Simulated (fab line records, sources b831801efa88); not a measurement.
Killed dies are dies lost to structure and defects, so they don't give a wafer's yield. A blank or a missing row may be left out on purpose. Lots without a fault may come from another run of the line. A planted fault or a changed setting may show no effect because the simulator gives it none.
Which tool did it? | flow sky130 | 11 lots, 32 wafers sampled, at 5 steps of a route of 708

WHAT THE GAUGES READ, wafer by wafer
SKY_SD_N_OVL_MEAS_08.
lot  | measured     | on         | SD_N_OVL (nm)
L209 | day 27 23:10 | overlay-02 | -0.5 0.9 1.3
L212 | day 29 03:16 | overlay-01 | 1.7 -0.6 0.1
L215 | day 29 23:35 | overlay-01 | 1.7 -0.2 -1.1
L217 | day 30 14:14 | overlay-01 | -0.5 -1.2 0.1
L224 | day 33 13:52 | overlay-02 | -0.6 -1.0
L226 | day 33 21:58 | overlay-01 | 2.4 0.1 3.0
L227 | day 34 02:56 | overlay-01 | 1.7 0.5 -0.5
L228 | day 34 04:47 | overlay-01 | 1.9 -1.3 -0.1
L230 | day 34 22:19 | overlay-02 | -1.7 -1.4 -0.1
L231 | day 35 03:59 | overlay-01 | 0.8 -0.4 1.0
L232 | day 35 09:31 | overlay-02 | -1.7 -1.8 -1.6

SKY_CONTACT_THK_MEAS_01.
lot  | measured     | on            | CONTACT_CVD_00_THK (nm)
L209 | day 30 11:04 | film_metro-01 | 72.7 73.8 75.4
L212 | day 31 14:32 | film_metro-04 | 74.7 75.4 75.5
L215 | day 32 10:29 | film_metro-02 | 75.4 74.7 76.4
L217 | day 33 01:04 | film_metro-02 | 74.1 75.9 75.4
L224 | day 35 21:41 | film_metro-04 | 74.3 135.0
L226 | day 36 06:37 | film_metro-02 | 73.7 74.9 75.1
L227 | day 36 11:13 | film_metro-04 | 133.0 75.6 136.1
L228 | day 36 13:10 | film_metro-02 | 73.5 74.8 75.3
L230 | day 37 05:28 | film_metro-04 | 74.8 75.2 74.8
L231 | day 37 12:41 | film_metro-02 | 74.2 75.0 76.3
L232 | day 37 17:31 | film_metro-01 | 72.9 75.4 74.4

WHICH TOOL RAN EACH LOT (tool, then ch and the chambers of the sampled wafers, then the start)
lot  | SKY_LI_CONTACT_ETCH_14             | SKY_LI_CONTACT_ETCH_15             | SKY_CONTACT_CVD_00
L209 | rie_diel-01 ch 0,1,2, day 29 04:37 | rie_diel-01 ch 0,1,2, day 29 04:39 | pecvd-02 ch 0,1, day 30 11:01
L212 | rie_diel-02 ch 0,1,2, day 30 09:04 | rie_diel-02 ch 0,1,2, day 30 09:07 | pecvd-03 ch 0,2, day 31 14:29
L215 | rie_diel-03 ch 0,2,3, day 31 05:07 | rie_diel-03 ch 0,2,3, day 31 05:10 | pecvd-03 ch 1,2, day 32 10:26
L217 | rie_diel-01 ch 0,1,3, day 31 19:20 | rie_diel-01 ch 0,1,3, day 31 19:23 | pecvd-03 ch 0,1,2, day 33 01:02
L224 | rie_diel-03 ch 2, day 34 17:32     | rie_diel-03 ch 2, day 34 17:35     | pecvd-03 ch 0, day 35 21:38
L226 | rie_diel-01 ch 0,1,2, day 35 02:10 | rie_diel-01 ch 0,1,2, day 35 02:12 | pecvd-02 ch 0,2, day 36 06:34
L227 | rie_diel-03 ch 0,3, day 35 07:07   | rie_diel-03 ch 0,3, day 35 07:09   | pecvd-03 ch 0,2, day 36 11:10
L228 | rie_diel-01 ch 1,3, day 35 08:56   | rie_diel-01 ch 1,3, day 35 08:59   | pecvd-02 ch 0,2, day 36 13:07
L230 | rie_diel-02 ch 1,2, day 36 01:37   | rie_diel-02 ch 1,2, day 36 01:40   | pecvd-04 ch 1,2, day 37 05:25
L231 | rie_diel-01 ch 0,2,3, day 36 07:40 | rie_diel-01 ch 0,2,3, day 36 07:43 | pecvd-04 ch 0,1, day 37 12:39
L232 | rie_diel-01 ch 1,2, day 36 13:02   | rie_diel-01 ch 1,2, day 36 13:05   | pecvd-04 ch 0,2, day 37 17:28
- SKY_LI_CONTACT_ETCH_14: etches BARC in N2/H2, stops on SiO2, time 45.9 s, target depth 60 nm.
- SKY_LI_CONTACT_ETCH_15: etches PSG in C4F8/O2/Ar, stops on Si, target depth 600 nm.
- SKY_CONTACT_CVD_00: deposits Si3N4, target thk 75 nm.

WHAT THE TOOLS THEMSELVES READ (means of the sampled wafers that have a number; where no wafer has one, the mark that the record gives instead)
SKY_LI_CONTACT_ETCH_14.
lot  | tool        | drypump_motor_current_A (A) | oes_product_au (a.u.) | throttle_valve_pct (%)
L209 | rie_diel-01 | 5.7                         | 0.854                 | 13.229
L212 | rie_diel-02 | 5.8                         | 0.857                 | 13.217
L215 | rie_diel-03 | 5.7                         | 0.849                 | 13.220
L217 | rie_diel-01 | 5.7                         | 0.849                 | 13.228
L224 | rie_diel-03 | 5.7                         | 0.859                 | 13.223
L226 | rie_diel-01 | 5.7                         | 0.859                 | 13.229
L227 | rie_diel-03 | 5.5                         | 0.853                 | 13.226
L228 | rie_diel-01 | 6.0                         | 0.856                 | 13.232
L230 | rie_diel-02 | 5.9                         | 0.847                 | 13.226
L231 | rie_diel-01 | 5.8                         | 0.855                 | 13.230
L232 | rie_diel-01 | 6.0                         | 0.857                 | 13.218

SKY_LI_CONTACT_ETCH_15.
lot  | tool        | oes_product_au (a.u.)
L209 | rie_diel-01 | 0.834
L212 | rie_diel-02 | 0.838
L215 | rie_diel-03 | 0.840
L217 | rie_diel-01 | 0.840
L224 | rie_diel-03 | 0.837
L226 | rie_diel-01 | 0.838
L227 | rie_diel-03 | 0.836
L228 | rie_diel-01 | 0.835
L230 | rie_diel-02 | 0.837
L231 | rie_diel-01 | 0.835
L232 | rie_diel-01 | 0.834

SKY_CONTACT_CVD_00.
lot  | tool     | heater_power_w (W) | susceptor_temp_C (C)
L209 | pecvd-02 | 668                | 400.10
L212 | pecvd-03 | 849                | 400.10
L215 | pecvd-03 | 853                | 400.11
L217 | pecvd-03 | 877                | 399.92
L224 | pecvd-03 | 924                | 399.93
L226 | pecvd-02 | 654                | 399.60
L227 | pecvd-03 | 879                | 400.00
L228 | pecvd-02 | 683                | 399.75
L230 | pecvd-04 | 736                | 400.22
L231 | pecvd-04 | 714                | 399.88
L232 | pecvd-04 | 718                | 399.96

THE ANSWER, worked out from the rows above alone
Rule: what is usual is taken from the lots themselves. Put in order of their means at a reading, lots are off if they are a third of the lots or fewer, leave a main group of 4 or more, and stand apart from it by a gap of 3 or more times the standard deviation of the main group's means; of several such gaps the widest counts. A main group whose means are all the same, to the digits that the tables above print for the reading, isn't used. A lot without any number at a reading at which 4 lots or more have one is off too. The other lots that the step has rows for count as sound. The gauges are gone through in route order, then the tools' own readings, and for those a lot's mean is taken as printed above. The first step at which some lot is off is used, and at that step the reading that is off furthest; a lot without a number counts as furthest.
Off: L224, L227, at SKY_CONTACT_THK_MEAS_01 (CONTACT_CVD_00_THK). The main group: mean 74.8 nm, standard deviation 0.48.
A tool fits if, at a process step before that reading, it ran every lot that is off, and no sound lot after the first of them. The gauges at SKY_CONTACT_THK_MEAS_01 are tried like those tools. Can't be told from this: 2 tools fit, rie_diel-03 at SKY_LI_CONTACT_ETCH_14 and SKY_LI_CONTACT_ETCH_15, pecvd-03 at SKY_CONTACT_CVD_00.

WHAT THE SIMULATOR HAD PUT IN
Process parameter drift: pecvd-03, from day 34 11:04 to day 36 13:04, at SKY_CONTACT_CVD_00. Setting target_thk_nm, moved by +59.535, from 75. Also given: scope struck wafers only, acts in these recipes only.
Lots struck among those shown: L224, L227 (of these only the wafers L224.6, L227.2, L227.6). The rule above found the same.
